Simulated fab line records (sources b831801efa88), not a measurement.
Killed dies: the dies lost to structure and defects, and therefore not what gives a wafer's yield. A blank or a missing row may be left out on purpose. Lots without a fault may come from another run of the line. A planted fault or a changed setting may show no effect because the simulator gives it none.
fab line records	flow sky130
record: lots: 5	wafers: 15	last_day: 49
route steps=708 shown METAL1@450 VIA1@458
lots untouched by any fault: they come from a run of this same line in which no faults occurred
start_h: hours from the record's first day to the start of the lot's first wafer shown	wait_h: time in hours since the lot's previous step	" the same as in the row above	L1.1+2: one row covering several wafers at once	- no value, or no start given	* or withheld: withheld	< > ~ a bound
route shown NAME@n: a module of which the file shows steps, and the number in the route of the first	usual: mean and standard deviation over wafers with no fault	same: alike in all rows	chamber/n: place in a boat	sites: each site's reading	_std_site: standard deviation across them	_edge_site: mean of outer sites minus mean of inner sites	radius_mm: how far each site lies from the wafer's centre	mask NAME#n: copy n	behind: the most recent tool/chamber to have shaped the wafer	hold: why the lot was held/for how many hours/how that ended	device: names the non-switching transistor (n, p or np)	end of line: the route-end tests of the same wafers	where a step has no rows: the recipe by itself	killed: at the first sort, the dies lost to defects and structure; wafer yield is something else	map: shows each die of a wafer: x if killed, . if not, _ if none is there
set.NAME: the setting as run; set.NAME@STEP: as run at that earlier step	model.NAME: the simulator's own value behind a step, which no gauge read
certain route steps with their lots: each step a table, each wafer a row
services: when a tool's chamber went out of use (start_h, in hours from the record's first day, below 0 if earlier), for how many hours, and the reason
== steps ==
step: SKY_METAL1_OVL_MEAS_16
usual: METAL1_OVL: 2/4.6
lot.wafer	tool	chamber	start_h	wait_h	METAL1_OVL[nm]
L074.1	overlay-02	-	764.98	0.1	9
L074.2	"	-	"	"	0
L074.3	"	-	"	"	1
L077.1	overlay-01	-	805.60	0.1	0
L077.4	"	-	"	"	0
L077.6	"	-	"	"	0
L083.2	overlay-01	-	840.43	0.1	3
L083.3	"	-	"	"	4
L083.4	"	-	"	"	10
L086.1	overlay-02	-	860.73	0.1	4
L086.4	"	-	"	"	10
L086.5	"	-	"	"	3
L093.3	overlay-01	-	904.29	0.1	4
L093.4	"	-	"	"	3
L093.5	"	-	"	"	7
step: SKY_METAL1_DESCUM_17
recipe: chemistry: O2	source_power_w: 150	bias_power_w: 0	pressure_mtorr: 10	temp_c: 40	time_s: 8
usual: drypump_motor_current_A: 5.3/0.31	oes_product_au: 0.998/0.0091
lot.wafer	tool	chamber	start_h	wait_h	drypump_motor_current_A	oes_product_au	rf_hours_counter_h
L074.1	rie_metal-03	1	765.02	0.0	5.8	1.003	15
L074.2	"	0	"	"	5.1	1.013	8
L074.3	"	0	"	"	5.1	1.013	-
L077.1	rie_metal-03	0	805.64	0.0	5.1	1.000	9
L077.4	"	1	"	"	5.7	1.000	-
L077.6	"	0	"	"	5.1	0.996	-
L083.2	rie_metal-03	1	840.46	0.0	5.7	0.996	18
L083.3	"	1	"	"	5.7	0.991	-
L083.4	"	0	"	"	5.0	0.992	-
L086.1	rie_metal-01	0	860.77	0.0	5.4	0.998	6
L086.4	"	1	"	"	5.1	0.988	-
L086.5	"	1	"	"	5.1	0.991	-
L093.3	rie_metal-01	1	904.32	0.0	5.1	0.988	-
L093.4	"	0	"	"	5.4	1.007	-
L093.5	"	0	"	"	5.4	1.017	-
step: SKY_METAL1_ETCH_18
recipe: chemistry: N2/H2	target: BARC	ion_energy_ev: 200	bias_w: 100	pressure_mtorr: 30	n2_flow_sccm: 100	h2_flow_sccm: 200	icp_w: 500	stop_on: SiO2	time_s: 45.9	target_depth_a: 600
usual: drypump_motor_current_A: 5.3/0.31	h2_flow_sccm: 200.1/0.58	oes_product_au: 0.854/0.0048	throttle_valve_pct: 13.225/0.0086
lot.wafer	tool	chamber	start_h	wait_h	drypump_motor_current_A	h2_flow_sccm	oes_product_au	rf_hours_counter_h	throttle_valve_pct
L074.1	rie_metal-03	1	765.05	0.0	5.7	200.1	0.852	15	13.233
L074.2	"	0	"	"	5.1	200.5	0.855	8	13.203
L074.3	"	0	"	"	5.1	200.1	0.849	-	13.223
L077.1	rie_metal-03	0	805.67	0.0	5.1	201.0	0.860	9	13.220
L077.4	"	1	"	"	5.7	199.9	0.852	-	13.219
L077.6	"	0	"	"	5.1	200.9	0.851	-	13.213
L083.2	rie_metal-03	1	840.49	0.0	5.8	200.3	0.855	18	13.219
L083.3	"	1	"	"	5.7	200.6	0.850	-	13.228
L083.4	"	0	"	"	5.1	200.4	0.852	-	13.217
L086.1	rie_metal-01	0	860.80	0.0	5.4	199.5	0.858	6	13.219
L086.4	"	1	"	"	5.1	200.9	0.861	-	13.218
L086.5	"	1	"	"	5.1	199.5	0.857	-	13.228
L093.3	rie_metal-01	1	904.36	0.0	5.1	200.2	0.842	-	13.226
L093.4	"	0	"	"	5.4	200.5	0.854	-	13.226
L093.5	"	0	"	"	5.4	200.6	0.852	-	13.205
step: SKY_METAL1_METAL_ETCH_19
recipe: target_depth_a: 3600	stop_on: SiO2	over_etch_frac: 0.3	time_s: 78	chemistry: Cl2/BCl3	resist_sidewall_deg: 88	pressure_mtorr: 10	icp_w: 900	bias_w: 48.5	Cl2_flow_sccm: 60	bcl3_flow_sccm: 30
usual: drypump_motor_current_A: 5.3/0.31	oes_product_au: 0.852/0.0058	throttle_valve_pct: 22.265/0.009
lot.wafer	tool	chamber	start_h	wait_h	drypump_motor_current_A	oes_product_au	rf_hours_counter_h	throttle_valve_pct
L074.1	rie_metal-03	1	765.11	0.0	5.7	0.860	15	22.266
L074.2	"	0	"	"	5.1	0.853	8	22.277
L074.3	"	0	"	"	5.1	0.855	-	22.248
L077.1	rie_metal-03	0	805.73	0.0	5.1	0.855	9	22.273
L077.4	"	1	"	"	5.7	0.864	-	22.278
L077.6	"	0	"	"	5.0	0.851	-	22.271
L083.2	rie_metal-03	1	840.56	0.0	5.7	0.850	18	22.263
L083.3	"	1	"	"	5.7	0.858	-	22.245
L083.4	"	0	"	"	5.1	0.854	-	22.262
L086.1	rie_metal-01	0	860.86	0.0	5.4	0.849	6	22.259
L086.4	"	1	"	"	5.1	0.857	-	22.261
L086.5	"	1	"	"	5.1	0.841	-	22.240
L093.3	rie_metal-01	1	904.44	0.1	5.1	0.857	-	22.278
L093.4	"	0	"	"	5.5	0.850	-	22.261
L093.5	"	0	"	"	5.4	0.846	-	22.261
step: SKY_METAL1_STRIP_20
recipe: chemistry: O2/N2	power_w: 1400	pressure_mtorr: 1500	platen_temp_c: withheld	o2_flow_sccm: 3000	n2_flow_sccm: 300	overash_fraction: 0.5
usual: drypump_motor_current_A: 5.9/0.53	oes_product_au: 0.344/0.0053	strip_time_to_endpoint_s: 2.70/0.046
lot.wafer	tool	chamber	start_h	wait_h	drypump_motor_current_A	oes_product_au	rf_hours_counter_h	strip_time_to_endpoint_s
L074.1	plasma_asher-01	1	765.20	0.1	6.3	0.347	30	2.67
L074.2	"	0	"	"	5.3	0.345	30	2.69
L074.3	"	0	"	"	5.3	0.355	-	2.69
L077.1	plasma_asher-01	0	805.82	0.1	5.3	0.345	35	2.67
L077.4	"	0	"	"	5.3	0.347	-	2.66
L077.6	"	0	"	"	5.3	0.344	-	2.69
L083.2	plasma_asher-04	0	840.65	0.1	5.3	0.341	70	2.71
L083.3	"	1	"	"	6.7	0.355	-	2.70
L083.4	"	0	"	"	5.3	0.332	-	2.72
L086.1	plasma_asher-01	1	860.95	0.1	6.3	0.339	40	2.69
L086.4	"	1	"	"	6.3	0.336	-	2.75
L086.5	"	1	"	"	6.2	0.332	-	2.74
L093.3	plasma_asher-04	0	904.53	0.1	5.3	0.353	-	2.74
L093.4	"	1	"	"	6.6	0.342	-	2.67
L093.5	"	0	"	"	5.3	0.342	-	2.66
step: SKY_METAL1_STRIP_21
recipe: chemistry: post_etch_residue_remover	time_s: 1200	temp_c: 72.5
usual: bath_guard_temp_C: 72.6/0.57
lot.wafer	tool	chamber	start_h	wait_h	bath_guard_temp_C
L074.1	wet_bench-04	0	765.30	0.1	72.5
L074.2	"	0	"	"	72.7
L074.3	"	0	"	"	72.9
L077.1	wet_bench-04	2	805.92	0.1	73.7
L077.4	"	2	"	"	73.6
L077.6	"	2	"	"	73.2
L083.2	wet_bench-01	1	840.75	0.1	71.4
L083.3	"	1	"	"	72.0
L083.4	"	1	"	"	71.9
L086.1	wet_bench-01	3	861.05	0.1	73.4
L086.4	"	3	"	"	73.2
L086.5	"	3	"	"	73.5
L093.3	wet_bench-03	1	904.60	0.0	72.5
L093.4	"	1	"	"	72.1
L093.5	"	1	"	"	72.4
step: SKY_METAL1_CLEAN_22
recipe: chemistry: IPA	time_s: 180	temp_c: 25
lot.wafer	tool	chamber	start_h	wait_h
L074.1+2+3	wet_bench-01	0	765.65	0.0
L077.1+4+6	wet_bench-01	3	806.27	0.0
L083.2+3+4	wet_bench-03	1	841.09	0.0
L086.1+4+5	wet_bench-04	1	861.40	0.0
L093.3+4+5	wet_bench-04	2	904.97	0.0
step: SKY_METAL1_CLEAN_23
recipe: chemistry: O3/DIW	dry: n2_spin
lot.wafer	tool	chamber	start_h	wait_h
L074.1+2+3	wet_bench-04	1	765.71	0.0
L077.1+4+6	wet_bench-04	3	806.33	0.0
L083.2+3+4	wet_bench-04	0	841.15	0.0
L086.1+4+5	wet_bench-03	3	861.45	0.0
L093.3+4+5	wet_bench-03	0	905.03	0.0
step: SKY_VIA1_HDPCVD_00
recipe: material: SiO2	target_thk_nm: 1030	sigma_open_frac: 0.3	time_s: 171.7	temp_c: 400	sih4_flow_sccm: 60	pressure_mtorr: 6
lot.wafer	tool	chamber	start_h	wait_h
L074.1+2+3	hdpcvd-01	1,0,2	765.80	0.0
L077.1+4+6	hdpcvd-02	1,0,2	806.42	0.0
L083.2+3+4	hdpcvd-02	1,0,2	841.24	0.0
L086.1+4+5	hdpcvd-01	1,2,1	861.55	0.0
L093.3+4+5	hdpcvd-01	0,0,1	905.13	0.0
step: SKY_VIA1_THK_MEAS_01
recipe: reads: SiO2_of_VIA1_HDPCVD_00
usual: VIA1_HDPCVD_THK: 1028/10
lot.wafer	tool	chamber	start_h	wait_h	VIA1_HDPCVD_THK[nm]
L074.1	film_metro-04	-	765.91	0.1	1008
L074.2	"	-	"	"	1022
L074.3	"	-	"	"	1027
L077.1	film_metro-03	-	806.53	0.1	1023
L077.4	"	-	"	"	1031
L077.6	"	-	"	"	1046
L083.2	film_metro-03	-	841.36	0.1	1018
L083.3	"	-	"	"	1033
L083.4	"	-	"	"	1027
L086.1	film_metro-04	-	861.66	0.1	1054
L086.4	"	-	"	"	1046
L086.5	"	-	"	"	1052
L093.3	film_metro-02	-	905.26	0.1	1025
L093.4	"	-	"	"	1022
L093.5	"	-	"	"	1026
step: SKY_VIA1_CMP_02
recipe: material: SiO2	down_force_psi: 4	platen_rpm: 60	pad_velocity_m_s: 0.94248
usual: motor_current_A: 11.6/1.2	platen_rpm: 59.99/0.039	slurry_flow_ml_min: 150.0/0.43
lot.wafer	tool	chamber	start_h	wait_h	motor_current_A	platen_rpm	slurry_flow_ml_min
L074.1	cmp-02	1	765.97	0.1	11.9	60.03	150.3
L074.2	"	2	"	"	9.8	59.95	150.3
L074.3	"	3	"	"	11.2	60.02	150.4
L077.1	cmp-02	1	806.59	0.1	11.7	60.04	150.5
L077.4	"	2	"	"	9.9	59.97	149.9
L077.6	"	2	"	"	9.5	59.98	150.0
L083.4	cmp-02	0	841.46	0.1	12.5	59.88	149.3
L083.2	"	1	"	"	12.0	60.03	150.3
L083.3	"	2	"	"	9.1	60.05	149.8
L086.1	cmp-02	0	861.72	0.1	12.4	59.93	150.5
L086.4	"	2	"	"	9.4	60.02	149.2
L086.5	"	1	"	"	12.2	60.04	150.6
L093.4	cmp-02	2	905.35	0.1	10.0	59.97	149.9
L093.3	"	0	"	"	12.9	60.00	150.0
L093.5	"	1	"	"	12.5	59.96	150.1
step: SKY_VIA1_BOW_MEAS_03
recipe: mode: bow
usual: VIA1_BOW: 81/6.2
lot.wafer	tool	chamber	start_h	wait_h	VIA1_BOW[um]
L074.1	film_metro-02	-	766.27	0.2	74
L074.2	"	-	"	"	89
L074.3	"	-	"	"	76
L077.1	film_metro-04	-	806.89	0.2	84
L077.4	"	-	"	"	80
L077.6	"	-	"	"	89
L083.2	film_metro-04	-	841.73	0.2	86
L083.3	"	-	"	"	78
L083.4	"	-	"	"	95
L086.1	film_metro-04	-	862.02	0.2	79
L086.4	"	-	"	"	78
L086.5	"	-	"	"	77
L093.3	film_metro-03	-	905.64	0.1	87
L093.4	"	-	"	"	94
L093.5	"	-	"	"	67
step: SKY_VIA1_DEHYDRATE_04
recipe: temp_c: 200	time_s: 60
lot.wafer	tool	chamber	start_h	wait_h
L074.1+2+3	litho_track-04	0	779.66	13.4
L077.1+4+6	litho_track-04	0	819.86	12.9
L083.2+3+4	litho_track-01	0	854.09	12.3
L086.1+4+5	litho_track-01	0	873.66	11.6
L093.3+4+5	litho_track-04	0	917.86	12.2
step: SKY_VIA1_HMDS_05
recipe: prime_time_s: 60	prime_temp_c: 120
lot.wafer	tool	chamber	start_h	wait_h
L074.1+2+3	litho_track-04	0	779.81	0.1
L077.1+4+6	litho_track-04	0	820.01	0.1
L083.2+3+4	litho_track-01	0	854.24	0.1
L086.1+4+5	litho_track-01	0	873.81	0.1
L093.3+4+5	litho_track-04	0	918.01	0.1
step: SKY_VIA1_COAT_06
recipe: resist: BARC	temp_c: withheld	time_s: withheld	spin_rpm: 3000	resist_thk_nm: 60
usual: spin_speed_rpm: 2999.9/2.2
lot.wafer	tool	chamber	start_h	wait_h	spin_speed_rpm
L074.1	litho_track-04	0	779.96	0.1	3001.8
L074.2	"	0	"	"	3004.1
L074.3	"	0	"	"	3000.6
L077.1	litho_track-04	0	820.16	0.1	3001.4
L077.4	"	0	"	"	2995.7
L077.6	"	0	"	"	3002.1
L083.2	litho_track-01	0	854.39	0.1	2999.3
L083.3	"	0	"	"	2996.0
L083.4	"	0	"	"	2998.5
L086.1	litho_track-01	0	873.96	0.1	3000.4
L086.4	"	0	"	"	3001.7
L086.5	"	0	"	"	2997.0
L093.3	litho_track-04	0	918.16	0.1	2999.1
L093.4	"	0	"	"	2996.1
L093.5	"	0	"	"	3000.8
step: SKY_VIA1_COAT_07
recipe: resist: KrF-thick	spin_rpm: 3000	resist_thk_nm: 450
usual: spin_speed_rpm: 2999.9/2.1
lot.wafer	tool	chamber	start_h	wait_h	spin_speed_rpm
L074.1	litho_track-04	0	-	-	2999.5
L074.2	"	0	"	"	3000.4
L074.3	"	0	"	"	3000.7
L077.1	litho_track-04	0	-	-	2999.0
L077.4	"	0	"	"	3004.6
L077.6	"	0	"	"	2999.7
L083.2	litho_track-01	0	-	-	2996.1
L083.3	"	0	"	"	3000.0
L083.4	"	0	"	"	2999.0
L086.1	litho_track-01	0	-	-	3001.1
L086.4	"	0	"	"	3002.7
L086.5	"	0	"	"	3001.5
L093.3	litho_track-04	0	-	-	3001.9
L093.4	"	0	"	"	3001.3
L093.5	"	0	"	"	2996.8
step: SKY_VIA1_SOFTBAKE_08
recipe: temp_c: 100	time_s: 90	resist: KrF-thick
lot.wafer	tool	chamber	start_h	wait_h
L074.1+2+3	litho_track-04	0	-	-
L077.1+4+6	litho_track-04	0	-	-
L083.2+3+4	litho_track-01	0	-	-
L086.1+4+5	litho_track-01	0	-	-
L093.3+4+5	litho_track-04	0	-	-
step: SKY_VIA1_EXPOSE_09
recipe: mask_id: VIM	na: 0.8	source_shape: annular	sigma_inner: 0.55	sigma_outer: 0.85	target_cd_nm: 150	dose_mj: 38
usual: exposure_dose_mJ_cm2: 37.94/0.043
lot.wafer	tool	chamber	start_h	wait_h	mask	exposure_dose_mJ_cm2
L074.1	krf_scanner-02	0	-	-	VIM#0	37.91
L074.2	"	0	"	"	VIM#0	37.99
L074.3	"	0	"	"	VIM#0	37.95
L077.1	krf_scanner-02	0	-	-	VIM#0	38.00
L077.4	"	0	"	"	VIM#0	37.96
L077.6	"	0	"	"	VIM#0	37.97
L083.2	krf_scanner-02	0	-	-	VIM#0	37.97
L083.3	"	0	"	"	VIM#0	37.93
L083.4	"	0	"	"	VIM#0	37.93
L086.1	krf_scanner-02	0	-	-	VIM#0	37.95
L086.4	"	0	"	"	VIM#0	37.92
L086.5	"	0	"	"	VIM#0	37.92
L093.3	krf_scanner-02	0	-	-	VIM#0	37.96
L093.4	"	0	"	"	VIM#0	38.02
L093.5	"	0	"	"	VIM#0	37.94
step: SKY_VIA1_PEB_10
recipe: peb_temp_c: withheld	peb_time_s: withheld	resist: KrF-thick
lot.wafer	tool	chamber	start_h	wait_h
L074.1+2+3	litho_track-04	0	-	-
L077.1+4+6	litho_track-04	0	-	-
L083.2+3+4	litho_track-02	0	-	-
L086.1+4+5	litho_track-02	0	-	-
L093.3+4+5	litho_track-04	0	-	-
step: SKY_VIA1_DEVELOP_11
recipe: develop_time_s: 60	resist: KrF-thick	dev_temp_c: 21
lot.wafer	tool	chamber	start_h	wait_h
L074.1+2+3	litho_track-04	0	-	-
L077.1+4+6	litho_track-04	0	-	-
L083.2+3+4	litho_track-02	0	-	-
L086.1+4+5	litho_track-02	0	-	-
L093.3+4+5	litho_track-04	0	-	-
step: SKY_VIA1_CD_MEAS_12
recipe: target_cd_nm: 150
usual: cd_nm: 150.5/1.5
lot.wafer	tool	chamber	start_h	wait_h	cd_nm
L074.1	cd_sem-01	-	793.61	-	151.3
L074.2	"	-	"	"	149.5
L074.3	"	-	"	"	150.8
L077.1	cd_sem-02	-	834.06	-	151.2
L077.4	"	-	"	"	153.0
L077.6	"	-	"	"	151.3
L083.2	cd_sem-02	-	868.07	-	150.7
L083.3	"	-	"	"	150.0
L083.4	"	-	"	"	150.6
L086.1	cd_sem-02	-	886.51	-	152.4
L086.4	"	-	"	"	152.7
L086.5	"	-	"	"	151.3
L093.3	cd_sem-01	-	930.05	-	149.1
L093.4	"	-	"	"	150.8
L093.5	"	-	"	"	150.7
step: SKY_VIA1_OVL_MEAS_13
usual: VIA1_OVL: 1/4.8
lot.wafer	tool	chamber	start_h	wait_h	VIA1_OVL[nm]
L074.1	overlay-01	-	793.73	0.1	7
L074.2	"	-	"	"	4
L074.3	"	-	"	"	9
L077.1	overlay-02	-	834.19	0.1	-6
L077.4	"	-	"	"	-2
L077.6	"	-	"	"	8
L083.2	overlay-01	-	868.18	0.1	2
L083.3	"	-	"	"	8
L083.4	"	-	"	"	6
L086.1	overlay-02	-	886.63	0.1	-1
L086.4	"	-	"	"	-1
L086.5	"	-	"	"	-6
L093.3	overlay-02	-	930.14	0.1	-8
L093.4	"	-	"	"	-6
L093.5	"	-	"	"	-2
step: SKY_VIA1_ETCH_14
recipe: chemistry: N2/H2	target: BARC	ion_energy_ev: 200	source_w: 500	bias_w: 100	pressure_mtorr: 30	n2_flow_sccm: 100	h2_flow_sccm: 200	stop_on: SiO2	time_s: 45.9	target_depth_a: 600
usual: drypump_motor_current_A: 5.8/0.58	h2_flow_sccm: 200.1/0.56	oes_product_au: 0.854/0.004	throttle_valve_pct: 13.224/0.0088
lot.wafer	tool	chamber	start_h	wait_h	drypump_motor_current_A	h2_flow_sccm	oes_product_au	rf_hours_counter_h	throttle_valve_pct
L074.1	rie_diel-04	2	793.76	0.0	4.9	200.2	0.854	5	13.240
L074.2	"	3	"	"	5.6	199.6	0.857	18	13.223
L074.3	"	0	"	"	4.9	200.1	0.863	18	13.214
L077.1	rie_diel-03	1	834.23	0.0	6.2	199.9	0.854	10	13.225
L077.4	"	1	"	"	6.2	200.0	0.856	-	13.225
L077.6	"	0	"	"	5.8	200.3	0.851	-	13.223
L083.2	rie_diel-03	2	868.21	0.0	5.4	199.6	0.851	0	13.222
L083.3	"	1	"	"	6.2	199.9	0.861	11	13.213
L083.4	"	3	"	"	6.6	200.4	0.859	19	13.232
L086.1	rie_diel-03	2	886.66	0.0	5.4	199.9	0.856	1	13.235
L086.4	"	2	"	"	5.4	200.4	0.849	-	13.215
L086.5	"	1	"	"	6.2	199.9	0.849	-	13.215
L093.3	rie_diel-03	0	930.16	0.0	5.7	199.5	0.857	14	13.223
L093.4	"	0	"	"	5.8	199.6	0.857	-	13.227
L093.5	"	2	"	"	5.4	200.1	0.845	-	13.225
step: SKY_VIA1_ETCH_15
recipe: target: SiO2	chemistry: C4F8/O2/Ar	target_depth_nm: 351	stop_on: TiN	mask_material: KrF-thick	source_w: 1500	bias_w: 1200	pressure_mtorr: 40	c4f8_flow_sccm: withheld	O2_flow_sccm: 6	Ar_flow_sccm: 300	time_s: 54
usual: oes_product_au: 0.979/0.0058
lot.wafer	tool	chamber	start_h	wait_h	oes_product_au	rf_hours_counter_h
L074.1	rie_diel-04	2	793.80	0.0	0.985	5
L074.2	"	3	"	"	0.978	18
L074.3	"	0	"	"	0.983	18
L077.1	rie_diel-03	1	834.27	0.0	0.979	10
L077.4	"	1	"	"	0.979	-
L077.6	"	0	"	"	0.985	-
L083.2	rie_diel-03	2	868.25	0.0	0.984	0
L083.3	"	1	"	"	0.978	11
L083.4	"	3	"	"	0.972	19
L086.1	rie_diel-03	2	886.70	0.0	0.981	1
L086.4	"	2	"	"	0.972	-
L086.5	"	1	"	"	0.980	-
L093.3	rie_diel-03	0	930.20	0.0	0.978	14
L093.4	"	0	"	"	0.978	-
L093.5	"	2	"	"	0.987	-
step: SKY_VIA1_STRIP_16
recipe: chemistry: O2/N2	power_w: 1400	pressure_mtorr: 1500	platen_temp_c: withheld	o2_flow_sccm: 3000	n2_flow_sccm: 300	overash_fraction: 0.5
usual: drypump_motor_current_A: 6.0/0.56	oes_product_au: 0.416/0.0045	strip_time_to_endpoint_s: 4.460/0.024
lot.wafer	tool	chamber	start_h	wait_h	drypump_motor_current_A	oes_product_au	rf_hours_counter_h	strip_time_to_endpoint_s
L074.1	plasma_asher-04	1	793.85	0.0	6.6	0.412	65	4.438
L074.2	"	0	"	"	5.3	0.415	65	4.403
L074.3	"	1	"	"	6.6	0.410	-	4.476
L077.1	plasma_asher-04	1	834.31	0.0	6.6	0.414	69	4.457
L077.4	"	1	"	"	6.6	0.414	-	4.464
L077.6	"	0	"	"	5.3	0.417	-	4.453
L083.2	plasma_asher-01	0	868.30	0.0	5.3	0.413	41	4.440
L083.3	"	1	"	"	6.2	0.425	-	4.459
L083.4	"	0	"	"	5.3	0.420	-	4.467
L086.1	plasma_asher-04	0	886.75	0.0	5.4	0.422	75	4.454
L086.4	"	0	"	"	5.4	0.419	-	4.449
L086.5	"	0	"	"	5.3	0.413	-	4.461
L093.3	plasma_asher-04	0	930.28	0.1	5.3	0.422	-	4.500
L093.4	"	1	"	"	6.6	0.422	-	4.490
L093.5	"	1	"	"	6.7	0.416	-	4.481
step: SKY_VIA1_STRIP_17
recipe: chemistry: post_etch_residue_remover	time_s: 1200	temp_c: 72.5
usual: bath_guard_temp_C: 72.7/0.68
lot.wafer	tool	chamber	start_h	wait_h	bath_guard_temp_C
L074.1	wet_bench-03	2	793.95	0.1	72.7
L074.2	"	2	"	"	72.7
L074.3	"	2	"	"	72.6
L077.1	wet_bench-01	1	834.41	0.1	72.0
L077.4	"	1	"	"	71.8
L077.6	"	1	"	"	71.8
L083.2	wet_bench-03	2	868.40	0.1	72.8
L083.3	"	2	"	"	72.6
L083.4	"	2	"	"	72.8
L086.1	wet_bench-03	3	886.85	0.1	72.1
L086.4	"	3	"	"	71.7
L086.5	"	3	"	"	71.7
L093.3	wet_bench-03	0	930.35	0.0	73.5
L093.4	"	0	"	"	73.3
L093.5	"	0	"	"	73.6
step: SKY_VIA1_CLEAN_18
recipe: chemistry: IPA	time_s: 180	temp_c: 25
lot.wafer	tool	chamber	start_h	wait_h
L074.1+2+3	wet_bench-01	2	794.29	0.0
L077.1+4+6	wet_bench-03	3	834.76	0.0
L083.2+3+4	wet_bench-02	1	868.74	0.0
L086.1+4+5	wet_bench-02	2	887.22	0.0
L093.3+4+5	wet_bench-01	1	930.69	0.0
step: SKY_VIA1_CLEAN_19
recipe: chemistry: O3/DIW	dry: n2_spin
lot.wafer	tool	chamber	start_h	wait_h
L074.1+2+3	wet_bench-02	1	794.35	0.0
L077.1+4+6	wet_bench-01	1	834.83	0.0
L083.2+3+4	wet_bench-02	3	868.80	0.0
L086.1+4+5	wet_bench-03	2	887.28	0.0
L093.3+4+5	wet_bench-02	0	930.75	0.0
step: SKY_VIA1_SPUTTER_20
recipe: material: TiN	target_thk_nm: 20	chamber_pressure_pa: 5	power_w: 4000	time_s: 80
usual: throttle_valve_pct: 29.9/0.9
lot.wafer	tool	chamber	start_h	wait_h	throttle_valve_pct
L074.1	pvd_sputter-03	-	794.44	0.0	29.9
L074.2	"	-	"	"	28.9
L074.3	"	-	"	"	29.2
L077.1	pvd_sputter-03	-	834.92	0.0	29.0
L077.4	"	-	"	"	29.9
L077.6	"	-	"	"	29.0
L083.2	pvd_sputter-03	-	868.89	0.0	29.9
L083.3	"	-	"	"	29.0
L083.4	"	-	"	"	29.1
L086.1	pvd_sputter-02	-	887.38	0.0	30.7
L086.4	"	-	"	"	31.7
L086.5	"	-	"	"	31.0
L093.3	pvd_sputter-01	-	930.84	0.0	28.6
L093.4	"	-	"	"	30.4
L093.5	"	-	"	"	29.4
step: SKY_VIA1_CVD_21
recipe: material: W	target_thk_nm: 270	time_s: 80.902	temp_c: 400	pressure_torr: 40
usual: heater_power_w: 898/56
lot.wafer	tool	chamber	start_h	wait_h	heater_power_w
L074.1	cvd_w-01	1	794.50	0.0	972
L074.2	"	0	"	"	983
L074.3	"	1	"	"	961
L077.1	cvd_w-02	0	834.98	0.0	889
L077.4	"	1	"	"	807
L077.6	"	1	"	"	841
L083.2	cvd_w-02	1	868.95	0.0	793
L083.3	"	1	"	"	807
L083.4	"	0	"	"	922
L086.1	cvd_w-01	0	887.44	0.0	941
L086.4	"	0	"	"	966
L086.5	"	0	"	"	936
L093.3	cvd_w-02	1	930.93	0.1	800
L093.4	"	0	"	"	888
L093.5	"	0	"	"	909
step: SKY_VIA1_RS_MEAS_22
recipe: thk_meas_gauge: four-point-probe	reads: W_of_VIA1_CVD_21+TiN_of_VIA1_SPUTTER_20
usual: VIA1_W_RS: 0.425/0.0053
lot.wafer	tool	chamber	start_h	wait_h	VIA1_W_RS[ohm/sq]
L074.1	film_metro-04	-	794.60	0.1	0.416
L074.2	"	-	"	"	0.418
L074.3	"	-	"	"	0.416
L077.1	film_metro-03	-	835.07	0.1	0.424
L077.4	"	-	"	"	0.431
L077.6	"	-	"	"	0.432
L083.2	film_metro-04	-	869.06	0.1	0.428
L083.3	"	-	"	"	0.431
L083.4	"	-	"	"	0.425
L086.1	film_metro-02	-	887.53	0.1	0.418
L086.4	"	-	"	"	0.420
L086.5	"	-	"	"	0.424
L093.3	film_metro-03	-	931.04	0.1	0.425
L093.4	"	-	"	"	0.419
L093.5	"	-	"	"	0.420
step: SKY_VIA1_THK_MEAS_23
recipe: thk_meas_gauge: xrf	reads: W_of_VIA1_CVD_21
usual: VIA1_W_THK: 277/4.2
lot.wafer	tool	chamber	start_h	wait_h	VIA1_W_THK[nm]
L074.1	film_metro-04	-	794.72	0.1	287
L074.2	"	-	"	"	284
L074.3	"	-	"	"	286
L077.1	film_metro-03	-	835.19	0.1	277
L077.4	"	-	"	"	274
L077.6	"	-	"	"	271
L083.2	film_metro-04	-	869.17	0.1	278
L083.3	"	-	"	"	277
L083.4	"	-	"	"	279
L086.1	film_metro-02	-	887.65	0.1	279
L086.4	"	-	"	"	278
L086.5	"	-	"	"	273
L093.3	film_metro-03	-	931.14	0.1	276
L093.4	"	-	"	"	281
L093.5	"	-	"	"	281
step: SKY_VIA1_CMP_24
recipe: stop_on: SiO2	t_overpolish_s: 15	down_force_psi: 3.5	platen_rpm: 60	target_thk_nm: 0	pad_velocity_m_s: 0.94248
usual: motor_current_A: 10.7/1.1	overpolish_run_s: 14.999/0.0085	platen_rpm: 60.00/0.043	slurry_flow_ml_min: 150.0/0.48	time_to_endpoint_s: 64/3.1
same: t_overpolish_s: 15
lot.wafer	tool	chamber	start_h	wait_h	motor_current_A	overpolish_run_s	platen_rpm	slurry_flow_ml_min	time_to_endpoint_s
L074.2	cmp-01	2	794.78	0.0	11.7	15.005	59.95	149.6	64
L074.1	"	3	"	"	11.4	15.007	60.02	150.2	58
L074.3	"	0	"	"	10.6	14.981	59.97	150.8	67
L077.4	cmp-02	3	835.30	0.1	10.2	15.018	60.01	150.4	62
L077.1	"	0	"	"	11.2	14.990	59.94	150.2	61
L077.6	"	2	"	"	8.7	15.012	60.00	149.7	59
L083.3	cmp-01	1	869.22	0.0	12.2	14.998	59.97	150.1	70
L083.2	"	2	"	"	11.9	15.007	59.97	149.4	66
L083.4	"	0	"	"	10.1	14.987	60.02	150.3	68
L086.4	cmp-02	3	887.76	0.1	10.1	15.001	60.02	150.3	60
L086.1	"	0	"	"	11.3	15.000	60.12	150.3	62
L086.5	"	2	"	"	8.9	15.013	59.97	149.6	58
L093.3	cmp-02	3	931.18	0.0	9.5	15.005	60.01	149.6	67
L093.4	"	1	"	"	11.8	14.996	59.99	149.6	69
L093.5	"	0	"	"	12.1	14.988	60.06	149.8	67
== services ==
tool	chamber	start_h	hours	kind
cmp-02	-	744.27	4.0	pm
cmp-01	-	748.09	0.5	repair
rie_metal-03	0	752.81	3.8	repair
hdpcvd-02	0	754.23	6.2	repair
krf_scanner-02	-	759.34	1.1	repair
rie_metal-01	0	765.88	4.6	repair
rie_metal-03	0	768.88	11.3	repair
krf_scanner-02	-	788.90	1.3	pm
cvd_w-02	-	792.23	3.9	repair
wet_bench-03	-	811.30	2.1	repair
cvd_w-02	0	814.78	11.1	repair
cmp-02	-	814.81	1.1	repair
cmp-02	-	817.89	4.6	pm
cmp-02	-	827.11	2.0	repair
rie_diel-03	3	859.84	3.5	repair
pvd_sputter-03	-	873.15	0.5	repair
rie_metal-01	0	873.71	8.3	repair
rie_diel-03	0	874.78	11.9	repair
krf_scanner-02	-	884.16	1.0	pm
rie_metal-01	0	892.26	5.2	repair
rie_metal-03	-	901.08	0.5	repair
plasma_asher-01	-	923.72	4.0	repair
cvd_w-02	-	925.78	2.8	pm
rie_diel-03	1	929.57	8.1	repair
== key ==
fault none
